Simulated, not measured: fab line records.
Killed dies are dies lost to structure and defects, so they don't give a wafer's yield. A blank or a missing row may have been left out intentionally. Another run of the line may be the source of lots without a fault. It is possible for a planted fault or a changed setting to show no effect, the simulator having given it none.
Matching of chambers -- flow sky130 -- SKY_FIELD_ISO_CMP_27 on cmp-02: 4 sister chambers
The step polishes, stops on Si3N4, t overpolish 16 s, target thk 457.8 nm. 4 wafers are shown with their chamber, then 12 later ones without.

WAFERS, EACH WITH ITS CHAMBER
wafer,chamber,motor current A (A)
L090.6,3,11.2
L092.3,0,12.1
L092.4,1,10.9
L092.5,2,11.9

WAFERS MISSING THEIR CHAMBER
wafer,motor current A (A)
L093.2,11.3
L093.3,11.6
L093.4,11.2
L094.1,11.7
L094.4,11.2
L094.5,12.0
L096.1,10.7
L096.3,11.0
L096.5,11.4
L097.1,11.4
L097.2,11.3
L097.3,11.6

WHICH CHAMBER EACH WENT THROUGH
wafer,from the rows above,in truth
L093.2,can't be placed: 3 or 1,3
L093.3,can't be placed: 2 or 3 or 0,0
L093.4,can't be placed: 3 or 1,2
L094.1,can't be placed: 2 or 0 or 3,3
L094.4,can't be placed: 3 or 1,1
L094.5,can't be placed: 0 or 2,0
L096.1,can't be placed: 1 or 3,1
L096.3,can't be placed: 1 or 3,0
L096.5,can't be placed: 3 or 1 or 2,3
L097.1,can't be placed: 3 or 1 or 2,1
L097.2,can't be placed: 3 or 1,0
L097.3,can't be placed: 2 or 3 or 0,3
Placed correctly: 0 of 12. Can't be placed from these rows: 12 (the true chamber is among the candidates in 9). 0 placed wrongly.
How it was worked out, from the rows above alone: a wafer's distance from a chamber is the root of the sum, over the readings, of the square of ((its reading less the chamber's mean) divided by the reading's scatter). If the next closest chamber is less than 2 further off than the closest, the wafer can't be placed; otherwise it belongs to the closest. Each chamber's mean is taken over the wafers shown for it. The scatter: with one shown wafer a chamber, the root of the mean of the squares of how far each hidden wafer lies from its nearest shown one.
